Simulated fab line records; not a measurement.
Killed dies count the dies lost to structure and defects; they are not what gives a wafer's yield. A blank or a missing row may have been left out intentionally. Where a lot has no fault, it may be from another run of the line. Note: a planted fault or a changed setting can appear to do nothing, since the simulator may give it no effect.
Which of the tools did it?	flow gf180mcu	39 wafers from 13 lots sampled at 2 of the route's 602 steps

WHAT THE GAUGES READ, wafer by wafer
GF_STI_BOW_MEAS_00. Usual: for INCOMING_BOW the level is -1 um and the standard deviation is 6.
lot	measured	on	INCOMING_BOW (um)	flag
L443	day 2 01:00	film-metro-03	2 3 10	
L444	day 2 06:01	film-metro-03	2 -2 -2	
L445	day 2 11:00	film-metro-01	-2 2 -5	
L448	day 3 02:01	film-metro-01	-4 -16 -4	
L449	day 3 07:00	film-metro-01	2 -5 -7	
L450	day 3 12:00	film-metro-03	-8 -5 5	
L454	day 4 08:04	film-metro-01	6 4 -8	
L457	day 4 23:00	film-metro-03	-3 4 -16	
L458	day 5 04:00	film-metro-03	-5 11 -6	
L460	day 5 14:00	film-metro-03	4 -8 -10	
L461	day 5 19:02	film-metro-03	4 -6 3	
L462	day 6 00:04	film-metro-03	-11 -8 4	
L463	day 6 05:00	film-metro-01	-12 4 -3	

GF_STI_THK_MEAS_02. Usual: for STI_OXIDATION_THK the level is 10.00 nm and the standard deviation is 0.21.
lot	measured	on	STI_OXIDATION_THK (nm)	flag
L443	day 2 03:10	film-metro-04	10.15 10.22 10.04	
L444	day 2 08:10	film-metro-03	10.04 10.02 10.15	
L445	day 2 13:41	film-metro-03	10.27 10.43 10.32	
L448	day 3 04:06	film-metro-01	9.84 9.94 9.93	
L449	day 3 09:17	film-metro-03	10.26 10.13 10.17	
L450	day 3 14:25	film-metro-01	9.84 9.86 9.91	
L454	day 4 09:32	film-metro-03	9.59 9.76 9.73	
L457	day 5 00:47	film-metro-04	9.61 9.52 9.66	
L458	day 5 05:31	film-metro-04	10.09 9.93 10.23	
L460	day 5 15:31	film-metro-04	10.15 10.13 10.15	
L461	day 5 20:34	film-metro-03	9.71 9.75 9.86	
L462	day 6 01:32	film-metro-03	9.94 9.86 10.10	
L463	day 6 06:31	film-metro-03	9.95 10.00 10.01	

WHICH TOOL RAN EACH LOT (tool, then ch and the chambers of the sampled wafers, then the start)
There is no process step in the record ahead of these readings.

WHAT THE TOOLS THEMSELVES READ (means of the sampled wafers that have a number; where no wafer has one, the mark that the record gives instead)
The record holds no such reading with a usual standard deviation.

THE ANSWER, worked out from the rows above alone
Rule: a lot counts as off when the mean over its wafers that have a number is more than 3 standard deviations away from the usual mean. A lot without any number at a reading at which 4 lots or more have one is off too. All remaining lots with rows at the step are treated as sound. After the gauges, taken in route order, come the tools' own readings; for these a lot's mean is taken, as printed above. At the first step where some lot is off, the reading lying furthest off is the one used; lots without a number count as furthest.
Across all readings shown, no lot is off: no conclusion can be drawn from this.

WHAT THE SIMULATOR HAD PUT IN
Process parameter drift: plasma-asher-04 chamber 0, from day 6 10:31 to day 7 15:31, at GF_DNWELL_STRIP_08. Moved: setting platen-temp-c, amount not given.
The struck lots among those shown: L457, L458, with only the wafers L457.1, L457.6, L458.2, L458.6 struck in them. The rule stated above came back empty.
